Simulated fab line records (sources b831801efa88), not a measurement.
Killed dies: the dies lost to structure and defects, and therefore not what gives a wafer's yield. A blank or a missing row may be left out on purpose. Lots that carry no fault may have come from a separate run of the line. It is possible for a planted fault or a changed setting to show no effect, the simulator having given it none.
Which of the tools did it? + flow sfq_line + Sampling: 7 lots, 21 wafers, 6 of 325 route steps

WHAT THE GAUGES READ, wafer by wafer
SFQ_I3_OVL_MEAS_923.
| lot  | measured     | on         | I3_OVL (nm) |
|------|--------------|------------|-------------|
| L760 | day 43 22:50 | overlay-01 | 1 5 -7      |
| L766 | day 45 22:57 | overlay-01 | -3 0 -2     |
| L768 | day 46 16:40 | overlay-02 | 5 7 3       |
| L771 | day 47 15:28 | overlay-02 | - - -       |
| L774 | day 49 14:23 | overlay-01 | 3 -5 11     |
| L780 | day 51 19:29 | overlay-02 | -1 5 0      |
| L782 | day 52 11:05 | overlay-01 | -11 -2 3    |

WHICH TOOL RAN EACH LOT (tool, then ch and the chambers of the sampled wafers, then the start)
| lot  | SFQ_TRILAYER_I1_VIA_STRIP_STRIP_053 | SFQ_TRILAYER_I2_DEP_PECVD_063   | SFQ_TRILAYER_I2_METRO_MEASURE_065 | SFQ_TRILAYER_I2_VIA_ETCH_VIA_ETCH_070 | SFQ_TRILAYER_M3_LITHO_EXPOSE_076  |
|------|-------------------------------------|---------------------------------|-----------------------------------|---------------------------------------|-----------------------------------|
| L760 | rie_metal-03 ch 0,1, day 17 20:08   | pecvd-04 ch 0,1,2, day 23 09:24 | film_metro-03, day 24 06:44       | rie_diel-01 ch 0,3, day 30 12:10      | krf_scanner-02 ch 0, day 37 06:40 |
| L766 | rie_metal-01 ch 0,1, day 19 18:29   | pecvd-04 ch 2, day 25 19:20     | film_metro-02, day 25 23:53       | rie_diel-04 ch 1,2, day 32 17:41      | krf_scanner-02 ch 0, day 39 00:30 |
| L768 | rie_metal-01 ch 1, day 20 12:29     | pecvd-02 ch 0,1,2, day 26 12:08 | film_metro-04, day 26 15:32       | rie_diel-04 ch 2,3, day 33 10:09      | krf_scanner-01 ch 0, day 39 16:14 |
| L771 | rie_metal-01 ch 0,1, day 21 16:32   | pecvd-04 ch 0,2, day 27 18:17   | film_metro-04, day 28 00:02       | rie_diel-01 ch 0,3, day 34 14:57      | krf_scanner-02, day 40 17:21      |
| L774 | rie_metal-01 ch 0,1, day 23 15:47   | pecvd-02 ch 0,1,2, day 29 22:41 | film_metro-03, day 30 01:53       | rie_diel-01 ch 0,1,3, day 36 22:26    | krf_scanner-02 ch 0, day 43 08:07 |
| L780 | rie_metal-01 ch 0,1, day 25 20:56   | pecvd-03 ch 1,2, day 32 13:49   | film_metro-03, day 32 21:48       | rie_diel-03 ch 2,3, day 39 04:17      | krf_scanner-01 ch 0, day 45 20:27 |
| L782 | rie_metal-03 ch 0,1, day 26 16:13   | pecvd-04 ch 0,1,2, day 33 12:27 | film_metro-04, day 33 18:56       | rie_diel-03 ch 0,2,3, day 39 23:36    | krf_scanner-02 ch 0, day 46 14:10 |
- SFQ_TRILAYER_I1_VIA_STRIP_STRIP_053: strips in O2.
- SFQ_TRILAYER_I2_DEP_PECVD_063: deposits SiO2 from SiH4/N2O, time 111.11 s, target thk 500 nm.
- SFQ_TRILAYER_I2_METRO_MEASURE_065
- SFQ_TRILAYER_I2_VIA_ETCH_VIA_ETCH_070: etches SiO2 in CHF3, stops on Nb, target depth 260 nm.
- SFQ_TRILAYER_M3_LITHO_EXPOSE_076: exposes mask M3, target cd 500 nm.

THE ANSWER, worked out from the rows above alone
Rule: the lots themselves supply what counts as usual. The widest of any qualifying gaps counts: lots, ordered by their means at a reading, are off when they make up no more than a third of the lots, leave a main group of 4 or more, and stand apart from it by 3 or more times the standard deviation of that group's means. If all means in a main group match to the digits the tables above print for the reading, that group is not used. A lot without any number at a reading at which 4 lots or more have one is off too. Where the step has rows for the other lots, those lots are counted as sound.
Off: L771, seen at SFQ_I3_OVL_MEAS_923 (I3_OVL). Without a number there: L771. Mean 1 nm and standard deviation 2.8 in the main group.
If a tool, at a process step before that reading, ran all the lots that are off and no sound lot after the first of them, it fits. Those tools and the gauges at SFQ_I3_OVL_MEAS_923 are tried in the same way. None of those tried fits.

WHAT WAS PUT IN BY THE SIMULATOR
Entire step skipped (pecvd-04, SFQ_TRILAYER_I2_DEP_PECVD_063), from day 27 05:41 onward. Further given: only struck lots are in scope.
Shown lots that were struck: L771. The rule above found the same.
